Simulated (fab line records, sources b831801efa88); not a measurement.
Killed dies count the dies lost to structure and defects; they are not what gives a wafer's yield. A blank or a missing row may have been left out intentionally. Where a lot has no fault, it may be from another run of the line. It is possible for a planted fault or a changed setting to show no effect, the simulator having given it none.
A lot that was struck, set against a sound lot ; flow sfq line ; 14 out of 325 route steps
Sound: the wafers L892.1, L892.2, L892.3. Wafers struck: L901.2, L901.4, L901.6. The cause is given at the end.
Order at every step that has rows: each side's tool, ch and its chambers, its first start. Under that, the readings that differ: sound wafers ; struck wafers ; difference of the means ; sigmas: that difference in standard deviations of wafers without a fault.
alike: a reading whose means differ by less than 2 such deviations, as well as words and numbers matching on both sides. not compared: withheld readings; readings where some wafer has no value; bounds like >300 that might hide an equal value; numbers whose values overlap and for which the record gives no deviation.
The two part at a step that has a row with sigmas, a row that says differs or no value, or rows on one side only. Non-overlapping numbers with no deviation appear without sigmas and do not part them. A reading missing from all wafers of one side parts the sides only when that side holds two or more wafers.

SFQ_TRILAYER_JJ_CE_ETCH_RIE_118: chemistry SF6, target Nb, stops on Al2O3, time 97.7 s, target depth 170 nm.
  sound on rie metal-03 ch 0,1, day 45 06:10; struck on rie metal-03 ch 0,1, day 55 14:40
  alike: chamber pressure mTorr, drypump motor current A, oes product au
  not compared: rf hours counter h
then, 1 step without rows for these wafers: SFQ_TRILAYER_JJ_ANODIZE_ANODIZE_119.
SFQ_TRILAYER_JJ_CE_STRIP_STRIP_120: strips in O2.
  sound on rie metal-01 ch 0,1, day 45 06:46; struck on rie metal-02 ch 1, day 55 15:16
  alike: chamber pressure mTorr, drypump motor current A, oes product au
  not compared: rf hours counter h
then, 7 steps without rows for these wafers: SFQ_TRILAYER_JJ_CE_STRIP_SOLV_CLEAN_121 (cleans in NMP, time 600 s); SFQ_TRILAYER_M5_LITHO_COAT_128 (resist thk 62 nm); SFQ_TRILAYER_M5_LITHO_COAT_123 (resist thk 600 nm); SFQ_TRILAYER_M5_LITHO_SOFTBAKE_127; SFQ_TRILAYER_M5_LITHO_EXPOSE_124 (exposes mask M5, target cd 700 nm); SFQ_TRILAYER_M5_LITHO_PEB_126 (peb time 60 s); SFQ_TRILAYER_M5_LITHO_DEVELOP_125 (time 60 s).
SFQ_M5_OVL_MEAS_932:
  sound on overlay-02, day 49 15:13; struck on overlay-02, day 55 21:35
  alike: M5_OVL
SFQ_TRILAYER_M5_BARC_OPEN_METAL_ETCH_161: etches BARC in O2, target depth 125 nm, time 41.7 s.
  sound on rie metal-01 ch 0,1, day 49 15:16; struck on rie metal-01 ch 0, day 55 21:37
  alike: chamber pressure mTorr, drypump motor current A, oes product au, rf fwd power W
  not compared: rf hours counter h
SFQ_TRILAYER_M5_ETCH_METAL_ETCH_126: etches Nb in Cl2/BCl3, stops on SiO2, time 203.2 s, target depth 265 nm.
  sound on rie metal-01 ch 0,1, day 49 15:19; struck on rie metal-01 ch 0, day 55 21:41
reading;sound;struck;difference;sigmas
oes product au (a.u.);0.723 0.711 0.715;0.731 0.731 0.726;+0.013;+2
rf fwd power W (W);600.7 598.1 601.3;500.0 503.2 500.2;-98.9;-55
model.KrF_of_TRILAYER_M5_LITHO_COAT_123.thk nm (nm);373.9 370.1 368.2;386.4 386.5 388.7;+16.5;
  alike: chamber pressure mTorr, drypump motor current A
  not compared: rf hours counter h
SFQ_TRILAYER_M5_STRIP_STRIP_127: strips in O2.
  sound on rie metal-01 ch 0,1, day 49 15:31; struck on rie metal-01 ch 0, day 55 21:52
  alike: chamber pressure mTorr, drypump motor current A, oes product au
  not compared: rf hours counter h

== WHERE THEY PART ==
Only at SFQ_TRILAYER_M5_ETCH_METAL_ETCH_126, within this record. Later steps at which nothing parts them and some readings are alike: SFQ_TRILAYER_M5_STRIP_STRIP_127.

WHY: what had been put in by the simulator
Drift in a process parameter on rie metal-01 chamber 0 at SFQ_TRILAYER_M5_ETCH_METAL_ETCH_126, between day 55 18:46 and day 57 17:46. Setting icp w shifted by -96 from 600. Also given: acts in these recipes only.
